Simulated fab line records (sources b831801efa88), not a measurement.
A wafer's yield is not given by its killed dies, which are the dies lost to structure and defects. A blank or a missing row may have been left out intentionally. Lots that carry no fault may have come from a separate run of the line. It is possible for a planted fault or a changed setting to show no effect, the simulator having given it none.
fab line records    flow sky130
record: lots: 6  wafers: 18  last-day: 50
route steps=708 shown POLY_GATE@217 PAD_OPEN@708
lots that met no fault: from a run of the same line without faults
start-h: start of the lot's first displayed wafer, in hours after the record's first day    wait-h: hours since the lot's step before    " unchanged from the row above    L1.1+2: a single row standing in for several wafers    - no value, or no start given    * or withheld: withheld    < > ~ a bound
route shown NAME@n: NAME is a module with steps in the file, n the number in the route of the first one    usual: mean/standard deviation of fault-free wafers    same: alike in all rows    chamber/n: place in a boat    sites: each site's reading    _std_site: standard deviation across them    _edge_site: outer sites' mean less inner sites'    radius-mm: how far each site lies from the wafer's centre    mask NAME#n: copy n    behind: the tool/chamber that last shaped the wafer    hold: reason for holding the lot/hours on hold/outcome of the hold    device: which transistor (n, p or np) failed to switch    end of line: the tests these same wafers got at the end of their route    where a step has no rows: the recipe by itself    killed: at the first sort, the dies lost to defects and structure; wafer yield is something else    map: a wafer's dies, x killed, . not, _ none there
set.NAME: the setting that was run; set.NAME@STEP: the one run at that earlier step    model.NAME: the simulator's own value behind a step, which no gauge read
lots seen at some steps along the route; tables by step, rows by wafer
services: the hour from which a tool's chamber was out of use, counted from the record's first day as start-h (under 0 if before that day), plus the number of hours and why
== steps ==
step: SKY_POLY_GATE_CVD_03
recipe: material: Si3N4  precursor: DCS/NH3  target-thk-nm: 75  temp-c: 770  time-s: 1290  pressure-mtorr: 250
step: SKY_POLY_GATE_THK_MEAS_04
recipe: reads: Si3N4_of_POLY_GATE_CVD_03
usual: POLY_GATE_CVD_03_THK: 74.9/0.69
lot.wafer  tool           chamber  start-h  wait-h  POLY_GATE_CVD_03_THK[nm]
L899.4     film-metro-03  -        359.87   0.0     76.2
L899.5     "              -        "        "       76.4
L899.6     "              -        "        "       75.7
L900.2     film-metro-03  -        362.98   0.0     75.6
L900.4     "              -        "        "       75.2
L900.5     "              -        "        "       75.2
L915.1     film-metro-03  -        503.78   0.0     75.1
L915.2     "              -        "        "       75.4
L915.3     "              -        "        "       74.9
L916.1     film-metro-03  -        505.38   0.0     74.8
L916.3     "              -        "        "       74.1
L916.4     "              -        "        "       75.1
L919.2     film-metro-03  -        531.32   0.0     74.9
L919.5     "              -        "        "       75.4
L919.6     "              -        "        "       74.7
L920.2     film-metro-03  -        536.51   0.0     75.1
L920.5     "              -        "        "       74.8
L920.6     "              -        "        "       74.6
step: SKY_POLY_GATE_DEHYDRATE_05
recipe: temp-c: 200  time-s: 60
step: SKY_POLY_GATE_HMDS_06
recipe: prime-time-s: 60  prime-temp-c: 120
step: SKY_POLY_GATE_COAT_07
recipe: resist: BARC  temp-c: withheld  time-s: withheld  spin-rpm: 3000  resist-thk-nm: 110
step: SKY_POLY_GATE_COAT_08
recipe: resist: KrF-thick  spin-rpm: 3000  resist-thk-nm: 450
step: SKY_POLY_GATE_SOFTBAKE_09
recipe: temp-c: 100  time-s: 90  resist: KrF-thick
step: SKY_POLY_GATE_EXPOSE_10
recipe: mask-id: P1M  na: 0.68  source-shape: conventional  sigma-outer: 0.6  target-cd-nm: 150  dose-mj: 28
step: SKY_POLY_GATE_PEB_11
recipe: peb-temp-c: withheld  peb-time-s: withheld  resist: KrF-thick
step: SKY_POLY_GATE_DEVELOP_12
recipe: develop-time-s: 60  resist: KrF-thick  dev-temp-c: 21
step: SKY_POLY_GATE_CD_MEAS_13
recipe: target-cd-nm: 150
usual: cd-nm: 150.1/1.5
lot.wafer  tool       chamber  start-h  wait-h  cd-nm
L899.4     cd-sem-02  -        388.58   -       148.9
L899.5     "          -        "        "       150.5
L899.6     "          -        "        "       150.1
L900.2     cd-sem-01  -        391.78   -       151.1
L900.4     "          -        "        "       150.5
L900.5     "          -        "        "       151.5
L915.1     cd-sem-02  -        534.29   -       148.3
L915.2     "          -        "        "       147.2
L915.3     "          -        "        "       147.4
L916.1     cd-sem-01  -        535.84   -       149.0
L916.3     "          -        "        "       150.8
L916.4     "          -        "        "       150.1
L919.2     cd-sem-01  -        561.48   -       148.0
L919.5     "          -        "        "       148.5
L919.6     "          -        "        "       149.6
L920.2     cd-sem-02  -        566.78   -       151.5
L920.5     "          -        "        "       151.4
L920.6     "          -        "        "       151.4
step: SKY_POLY_GATE_OVL_MEAS_14
usual: POLY_GATE_OVL: -4/6.5
lot.wafer  tool        chamber  start-h  wait-h  POLY_GATE_OVL[nm]
L899.4     overlay-02  -        388.65   0.1     -1
L899.5     "           -        "        "       -2
L899.6     "           -        "        "       -3
L900.2     overlay-01  -        391.88   0.1     -7
L900.4     "           -        "        "       -5
L900.5     "           -        "        "       -13
L915.1     overlay-02  -        534.41   0.1     0
L915.2     "           -        "        "       6
L915.3     "           -        "        "       3
L916.1     overlay-02  -        535.96   0.1     -1
L916.3     "           -        "        "       -3
L916.4     "           -        "        "       1
L919.2     overlay-02  -        561.58   0.1     -18
L919.5     "           -        "        "       -7
L919.6     "           -        "        "       -6
L920.2     overlay-02  -        566.88   0.1     12
L920.5     "           -        "        "       6
L920.6     "           -        "        "       4
step: SKY_POLY_GATE_ETCH_15
recipe: chemistry: N2/H2  target: BARC  ion-energy-ev: 200  source-w: 500  bias-w: 100  pressure-mtorr: 30  n2-flow-sccm: 100  h2-flow-sccm: 200  stop-on: SiO2  time-s: 118.5  target-depth-a: 1100
usual: bias-w: 100.0/0.32  drypump-motor-current-A: 5.5/0.37  oes-product-au: 0.717/0.0046  throttle-valve-pct: 13.212/0.0096
lot.wafer  tool         chamber  start-h  wait-h  bias-w  drypump-motor-current-A  oes-product-au  rf-hours-counter-h  throttle-valve-pct
L899.4     rie-diel-03  1        388.67   0.0     98.9    5.7                      0.715           7                   13.220
L899.5     "            1        "        "       99.5    5.7                      0.716           -                   13.208
L899.6     "            2        "        "       99.9    5.0                      0.712           -                   13.219
L900.2     rie-diel-04  3        391.91   0.0     100.3   5.8                      0.714           99                  13.222
L900.4     "            0        "        "       99.8    4.6                      0.717           95                  13.218
L900.5     "            2        "        "       100.2   5.3                      0.709           -                   13.214
L915.1     rie-diel-03  2        534.44   0.0     96.1    5.0                      0.726           15                  13.199
L915.2     "            3        "        "       96.5    5.4                      0.725           29                  13.217
L915.3     "            0        "        "       96.7    6.3                      0.717           11                  13.219
L916.1     rie-diel-03  1        535.99   0.0     96.4    5.6                      0.714           10                  13.217
L916.3     "            2        "        "       96.1    5.0                      0.713           15                  13.215
L916.4     "            3        "        "       96.4    5.4                      0.723           29                  13.208
L919.2     rie-diel-04  0        561.61   0.0     99.6    4.6                      0.704           1                   13.201
L919.5     "            1        "        "       100.0   5.8                      0.718           -                   13.207
L919.6     "            2        "        "       100.1   5.2                      0.715           -                   13.209
L920.2     rie-diel-01  0        566.91   0.0     99.8    5.6                      0.720           8                   13.206
L920.5     "            0        "        "       99.9    5.6                      0.717           -                   13.209
L920.6     "            1        "        "       99.8    5.6                      0.715           -                   13.223
step: SKY_POLY_GATE_ETCH_16
recipe: stop-on: poly-Si  chemistry: CH3F/O2  target: Si3N4  source-w: 400  bias-w: 80  pressure-mtorr: 25  ch3f-flow-sccm: 40  O2_flow_sccm: 30  time-s: 147.5  target-depth-a: 750
usual: O2_flow_sccm: 30.00/0.1  bias-w: 79.99/0.22  drypump-motor-current-A: 5.4/0.37  oes-product-au: 0.640/0.0051  throttle-valve-pct: 10.535/0.0095
lot.wafer  tool         chamber  start-h  wait-h  O2_flow_sccm  bias-w  drypump-motor-current-A  oes-product-au  rf-hours-counter-h  throttle-valve-pct
L899.4     rie-diel-03  1        388.76   0.0     30.14         80.05   5.6                      0.640           8                   10.542
L899.5     "            1        "        "       29.89         79.78   5.7                      0.638           -                   10.525
L899.6     "            2        "        "       30.05         79.63   5.0                      0.645           -                   10.546
L900.2     rie-diel-04  3        392.00   0.0     30.16         79.85   5.8                      0.644           99                  10.542
L900.4     "            0        "        "       29.87         79.60   4.6                      0.642           95                  10.522
L900.5     "            2        "        "       29.81         80.23   5.2                      0.642           -                   10.539
L915.1     rie-diel-03  2        534.52   0.0     29.92         80.21   5.0                      0.637           15                  10.526
L915.2     "            3        "        "       30.06         80.12   5.4                      0.646           29                  10.548
L915.3     "            0        "        "       29.95         80.13   6.3                      0.640           11                  10.533
L916.1     rie-diel-03  1        536.07   0.0     30.01         80.31   5.6                      0.636           10                  10.527
L916.3     "            2        "        "       30.02         79.77   5.0                      0.645           15                  10.552
L916.4     "            3        "        "       30.12         80.38   5.4                      0.649           29                  10.521
L919.2     rie-diel-04  0        561.70   0.0     29.92         80.21   4.6                      0.635           1                   10.550
L919.5     "            1        "        "       30.01         79.71   5.8                      0.642           -                   10.540
L919.6     "            2        "        "       29.89         80.00   5.2                      0.634           -                   10.540
L920.2     rie-diel-01  0        567.00   0.0     29.98         80.12   5.6                      0.638           8                   10.538
L920.5     "            0        "        "       29.92         79.76   5.6                      0.635           -                   10.525
L920.6     "            1        "        "       30.11         79.83   5.6                      0.639           -                   10.537
step: SKY_PAD_OPEN_PROBE_99
usual: killed_at_M0_to_M3: 44/6.4  killed_at_M4_up: 3.6/2.1  killed-at-contacts: 23/5.1  killed-at-front-end: 15/4.3  killed-at-other: 0.3/0.56  killed-dies: 86/9  killed-on-rim: 17/3.3  killed-open: 47/6.4  killed-short: 39/5.8
same: gross-dies: 492  killed-at-back-side: 0
lot.wafer  tool       chamber  start-h  wait-h  killed_at_M0_to_M3  killed_at_M4_up  killed-at-contacts  killed-at-front-end  killed-at-other  killed-dies  killed-on-rim  killed-open  killed-short
L899.4     prober-01  -        1084.80  0.2     43                  2                18                  15                   0                78           15             44           34
L899.5     prober-01  -        1084.85  0.2     38                  5                17                  11                   1                72           15             38           34
L899.6     prober-01  -        1084.90  0.2     49                  5                26                  5                    0                85           16             47           38
L900.2     prober-02  -        1086.80  0.1     46                  1                17                  15                   1                80           17             39           41
L900.4     prober-02  -        1086.90  0.2     46                  2                19                  12                   0                79           14             41           38
L900.5     prober-02  -        1086.95  0.2     48                  2                20                  14                   0                84           11             39           45
L915.1     prober-02  -        1175.93  0.1     57                  6                13                  15                   0                91           13             44           47
L915.2     prober-02  -        1175.98  0.1     42                  1                21                  18                   0                82           19             44           38
L915.3     prober-02  -        1176.03  0.2     46                  3                15                  5                    0                69           13             36           33
L916.1     prober-01  -        1185.11  0.1     27                  2                26                  20                   0                75           13             36           39
L916.3     prober-01  -        1185.21  0.2     48                  2                25                  20                   0                95           19             53           41
L916.4     prober-01  -        1185.26  0.2     52                  1                33                  22                   0                108          22             58           50
L920.2     prober-02  -        1194.08  0.1     40                  1                23                  24                   0                88           17             43           45
L920.5     prober-02  -        1194.23  0.2     38                  5                17                  19                   0                79           14             41           38
L920.6     prober-02  -        1194.28  0.2     44                  1                22                  22                   0                89           13             51           37
L919.2     prober-01  -        1194.57  0.1     45                  7                23                  15                   0                90           22             44           46
L919.5     prober-01  -        1194.72  0.2     52                  4                18                  13                   0                87           18             53           34
L919.6     prober-01  -        1194.77  0.2     40                  7                28                  8                    1                84           15             50           34
killed by level:class
L899.4 CONTACT:geometric-particle:open=10 VIA1:geometric-particle:open=9 METAL1:geometric-particle:short=7 VIA3:geometric-particle:open=7 FIELD_ISO:geometric-particle:short=5 LI_CONTACT:geometric-particle:open=4 METAL1:geometric-particle:open=4 VIA2:geometric-particle:open=4
L899.5 VIA3:geometric-particle:open=8 VIA1:geometric-particle:open=7 LOCAL_INTERCONNECT:geometric-particle:short=6 VIA2:geometric-particle:open=6 LI_CONTACT:geometric-particle:open=5 FIELD_ISO:geometric-particle:short=4 VIA2:geometric-particle:short=4 CONTACT:geometric-particle:open=3
L899.6 LI_CONTACT:geometric-particle:open=10 VIA1:geometric-particle:open=9 METAL1:geometric-particle:short=8 CONTACT:geometric-particle:open=7 VIA2:geometric-particle:open=6 VIA3:geometric-particle:open=6 CONTACT:geometric-particle:short=5 VIA3:geometric-particle:short=4
L900.2 VIA1:geometric-particle:open=9 METAL2:geometric-particle:short=9 METAL1:geometric-particle:short=8 LI_CONTACT:geometric-particle:open=6 FIELD_ISO:geometric-particle:open=5 VIA2:geometric-particle:open=5 LOCAL_INTERCONNECT:geometric-particle:short=4 METAL2:geometric-particle:open=4
L900.4 VIA3:geometric-particle:open=9 VIA3:geometric-particle:short=7 LI_CONTACT:geometric-particle:open=6 CONTACT:geometric-particle:open=6 METAL2:geometric-particle:short=6 VIA2:geometric-particle:open=6 VIA1:geometric-particle:short=5 VIA1:geometric-particle:open=5
L900.5 VIA1:geometric-particle:open=9 VIA3:geometric-particle:open=7 LI_CONTACT:geometric-particle:open=6 LOCAL_INTERCONNECT:geometric-particle:short=6 METAL2:geometric-particle:short=6 CONTACT:geometric-particle:open=5 METAL1:geometric-particle:short=5 VIA2:geometric-particle:open=5
L915.1 VIA1:geometric-particle:open=17 VIA1:geometric-particle:short=10 CONTACT:geometric-particle:open=7 METAL2:geometric-particle:short=7 VIA3:geometric-particle:open=6 METAL4:geometric-particle:short=6 FIELD_ISO:geometric-particle:open=4 POLY_GATE:geometric-particle:short=4
L915.2 METAL1:geometric-particle:short=10 CONTACT:geometric-particle:open=10 VIA1:geometric-particle:open=8 POLY_GATE:geometric-particle:short=5 VIA1:geometric-particle:short=5 POLY_GATE:geometric-particle:open=4 LI_CONTACT:geometric-particle:open=4 CONTACT:geometric-particle:short=4
L915.3 VIA1:geometric-particle:open=13 METAL1:geometric-particle:short=7 METAL2:geometric-particle:short=6 CONTACT:geometric-particle:open=6 VIA2:geometric-particle:open=6 LI_CONTACT:geometric-particle:open=5 VIA1:geometric-particle:short=4 VIA2:geometric-particle:short=4
L916.1 CONTACT:geometric-particle:open=7 LOCAL_INTERCONNECT:geometric-particle:short=6 CONTACT:geometric-particle:short=6 FIELD_ISO:geometric-particle:open=5 VIA1:geometric-particle:open=5 VIA3:geometric-particle:short=5 POLY_GATE:geometric-particle:short=4 LI_CONTACT:geometric-particle:open=4
L916.3 VIA3:geometric-particle:open=12 CONTACT:geometric-particle:open=10 METAL2:geometric-particle:short=9 FIELD_ISO:geometric-particle:short=7 VIA1:geometric-particle:open=7 LI_CONTACT:geometric-particle:open=5 FIELD_ISO:geometric-particle:open=4 POLY_GATE:geometric-particle:open=4
L916.4 CONTACT:geometric-particle:open=15 VIA2:geometric-particle:open=11 VIA1:geometric-particle:open=8 VIA3:geometric-particle:open=8 LOCAL_INTERCONNECT:geometric-particle:short=7 METAL2:geometric-particle:short=7 FIELD_ISO:geometric-particle:short=6 LI_CONTACT:geometric-particle:open=5
L920.2 VIA3:geometric-particle:open=7 CONTACT:geometric-particle:open=7 VIA1:geometric-particle:open=7 FIELD_ISO:geometric-particle:short=6 LOCAL_INTERCONNECT:geometric-particle:short=6 VIA1:geometric-particle:short=6 METAL2:geometric-particle:short=6 FIELD_ISO:geometric-particle:open=5
L920.5 VIA1:geometric-particle:open=9 FIELD_ISO:geometric-particle:short=7 VIA3:geometric-particle:open=7 CONTACT:geometric-particle:open=6 METAL2:geometric-particle:short=6 LI_CONTACT:geometric-particle:open=5 CONTACT:geometric-particle:short=4 METAL1:geometric-particle:short=4
L920.6 CONTACT:geometric-particle:open=11 VIA1:geometric-particle:open=9 FIELD_ISO:geometric-particle:open=6 FIELD_ISO:geometric-particle:short=5 CONTACT:geometric-particle:short=5 VIA1:geometric-particle:short=5 VIA2:geometric-particle:open=5 METAL2:geometric-particle:short=5
L919.2 LI_CONTACT:geometric-particle:open=9 FIELD_ISO:geometric-particle:open=7 METAL1:geometric-particle:short=7 VIA1:geometric-particle:short=7 METAL2:geometric-particle:short=6 VIA3:geometric-particle:open=6 VIA1:geometric-particle:open=5 VIA2:geometric-particle:open=5
L919.5 VIA1:geometric-particle:open=18 VIA2:geometric-particle:open=9 CONTACT:geometric-particle:open=8 FIELD_ISO:geometric-particle:open=6 VIA3:geometric-particle:short=6 VIA3:geometric-particle:open=5 CONTACT:geometric-particle:short=4 METAL1:geometric-particle:short=4
L919.6 VIA1:geometric-particle:open=10 CONTACT:geometric-particle:open=9 VIA2:geometric-particle:open=9 METAL1:geometric-particle:short=8 CONTACT:geometric-particle:short=7 LI_CONTACT:geometric-particle:open=6 VIA3:geometric-particle:open=6 METAL4:geometric-particle:short=4
== services ==
tool         chamber  start-h  hours  kind
rie-diel-04  0        384.64   1.9    repair
rie-diel-03  -        422.62   2.8    pm
rie-diel-03  1        432.19   20.3   repair
rie-diel-01  3        437.73   -      clean
rie-diel-01  3        437.73   27.4   scheduled-down
rie-diel-01  3        437.73   27.4   vent-cycle
rie-diel-01  0        440.65   9.3    repair
rie-diel-04  3        458.66   -      clean
rie-diel-04  3        458.66   12.6   scheduled-down
rie-diel-04  3        458.66   12.6   vent-cycle
rie-diel-03  3        462.51   7.5    repair
rie-diel-04  0        471.31   -      clean
rie-diel-04  0        471.31   18.0   scheduled-down
rie-diel-04  0        471.31   18.0   vent-cycle
rie-diel-01  1        476.10   37.0   repair
rie-diel-03  2        493.84   13.9   repair
rie-diel-01  0        517.68   10.7   repair
rie-diel-04  2        518.23   6.8    repair
rie-diel-03  -        566.09   4.3    pm
== key ==
first-sign: step: SKY_POLY_GATE_ETCH_15  reading: bias-w  direction: down  sigmas: 11  usual: 100.0  struck: 96.4
effect none on later readings
met-at SKY_POLY_GATE_ETCH_15
struck-wafers L915.1,L915.2,L915.3,L916.1,L916.3,L916.4
tester-left-out L915,L916
onset-between 388.67 534.44
fault: kind: process-parameter-drift  tool: rie-diel-03  chamber: -  onset-h: 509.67  steps: SKY_POLY_GATE_ETCH_15  channel: bias-w  offset: -3.7184  shape: step  end-h: 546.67  acts-in: these-recipes-only  stated: 100
tester-left-out: of these lots the tester's yield and bins aren't shown, on N5 and GAA mostly nor the transistor test; their killed dies are dies lost to structure and defects alone, not to doping, threshold or leakage, so they don't give the yield
